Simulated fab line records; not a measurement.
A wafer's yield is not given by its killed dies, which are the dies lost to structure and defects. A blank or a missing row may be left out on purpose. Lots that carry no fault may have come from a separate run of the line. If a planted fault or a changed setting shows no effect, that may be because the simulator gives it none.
Comparing a struck lot with a sound one / flow sky130 / 28 out of 708 route steps
Sound: wafers L613.3, L613.4, L613.5. The struck wafers were L623.3, L623.5, L623.6. The cause is named last.
Order at every step that has rows: each side's tool, ch and its chambers, its first start. Under that, the readings that differ: sound wafers / struck wafers / difference of the means / sigmas: that difference in standard deviations of wafers without a fault.
alike: readings whose means differ by less than 2 such deviations, and words and numbers that are the same on both sides. not compared: withheld readings, readings that some wafer has no value for, bounds like >300 that may hide the same value, and numbers for which the record gives no deviation and whose values overlap.
The two part at a step that has a row with sigmas, a row that says differs or no value, or rows on one side only. Non-overlapping numbers with no deviation appear without sigmas and do not part them. A reading missing from all wafers of one side parts the sides only when that side holds two or more wafers.

SKY_SD_P_OVL_MEAS_08:
  struck on overlay-01, day 29 08:24; sound on overlay-01, day 27 10:45
  alike: SD_P_OVL
next, for these wafers, 1 step has no rows: SKY_SD_P_IMPLANT_09.
SKY_SD_P_STRIP_10: strips in O2/N2.
  sound on plasmaAsher-01 ch 0,1, day 27 10:58; struck on plasmaAsher-03 ch 0,1, day 29 08:37
reading=drypumpMotorCurrentA (A); sound=5.9 5.2 5.2; struck=6.5 6.5 5.8; difference=+0.8; sigmas=+2
  alike: oesProductAu, stripTimeToEndpointS
  not compared: rfHoursCounterH
SKY_SD_P_TW_MEAS_11:
  struck on filmMetro-04, day 29 08:42; sound on filmMetro-02, day 27 11:03
reading=SD_P_TW; sound=2802 2806 2813; struck=2853 2845 2841; difference=+39; sigmas=+2
then, 8 steps without rows for these wafers: SKY_RES_XHIGH_DEHYDRATE_00 (time 60 s); SKY_RES_XHIGH_HMDS_01 (prime time 60 s); SKY_RES_XHIGH_COAT_02 (resist thk 1140 nm); SKY_RES_XHIGH_SOFTBAKE_03 (time 60 s); SKY_RES_XHIGH_EXPOSE_04 (exposes mask URPM, target cd 1270 nm); SKY_RES_XHIGH_PEB_05; SKY_RES_XHIGH_DEVELOP_06 (develop time 60 s); SKY_RES_XHIGH_IMPLANT_07.
SKY_RES_XHIGH_STRIP_08: strips in O2/N2.
  sound on plasmaAsher-02 ch 0,1, day 28 15:12; struck on plasmaAsher-03 ch 0,1, day 30 11:47
reading=oesProductAu (a.u.); sound=0.709 0.707 0.716; struck=0.946 0.946 0.943; difference=+0.234; sigmas=+52
reading=stripTimeToEndpointS (s); sound=14.37 14.31 14.34; struck=- - -; difference=no value on the struck wafers; sigmas=
reading=model.NOVOLAK_of_RES_XHIGH_COAT_02.thkNm (nm); sound=0 0 0; struck=122.6 123.2 123.1; difference=+123.0; sigmas=
  alike: drypumpMotorCurrentA
  not compared: rfHoursCounterH
SKY_RES_XHIGH_TW_MEAS_09:
  struck on filmMetro-03, day 30 11:52; sound on filmMetro-04, day 28 15:17
  alike: RES_XHIGH_TW
then, 7 steps without rows for these wafers: SKY_SD_N_DEHYDRATE_00 (time 60 s); SKY_SD_N_HMDS_01 (prime time 60 s); SKY_SD_N_COAT_02 (resist thk 1140 nm); SKY_SD_N_SOFTBAKE_03 (time 60 s); SKY_SD_N_EXPOSE_04 (exposes mask NSDM, target cd 380 nm); SKY_SD_N_PEB_05; SKY_SD_N_DEVELOP_06 (develop time 60 s).
SKY_SD_N_CD_MEAS_07 targets a cd of 380 nm.
  struck on cdSem-01, day 31 15:35; sound on cdSem-01, day 29 17:56
  alike: cdNm
SKY_SD_N_OVL_MEAS_08:
  struck on overlay-01, day 31 15:41; sound on overlay-01, day 29 18:02
  alike: SD_N_OVL
then, 2 steps without rows for these wafers: SKY_SD_N_IMPLANT_09; SKY_SD_N_IMPLANT_10.
SKY_SD_N_STRIP_11: strips in O2/N2.
  sound on plasmaAsher-01 ch 0,1, day 29 18:23; struck on plasmaAsher-01 ch 0,1, day 31 16:02
reading=oesProductAu (a.u.); sound=0.529 0.534 0.521; struck=0.551 0.540 0.538; difference=+0.015; sigmas=+3
reading=stripTimeToEndpointS (s); sound=22.40 22.38 22.38; struck=24.18 24.15 24.16; difference=+1.78; sigmas=+49
  alike: drypumpMotorCurrentA
  not compared: rfHoursCounterH
SKY_SD_N_TW_MEAS_12:
  struck on filmMetro-03, day 31 16:07; sound on filmMetro-02, day 29 18:28
reading=SD_N_TW; sound=3945 3987 3987; struck=225 215 217; difference=-3754; sigmas=-99 or more
then, 1 step without rows for these wafers: SKY_SD_N_CLEAN_13 (cleans in SC1/SC2, time 150 s).

== WHERE THEY PART ==
Earliest at SKY_SD_P_STRIP_10; latest, in this record, at SKY_SD_N_TW_MEAS_12.

WHY: what had been put in by the simulator
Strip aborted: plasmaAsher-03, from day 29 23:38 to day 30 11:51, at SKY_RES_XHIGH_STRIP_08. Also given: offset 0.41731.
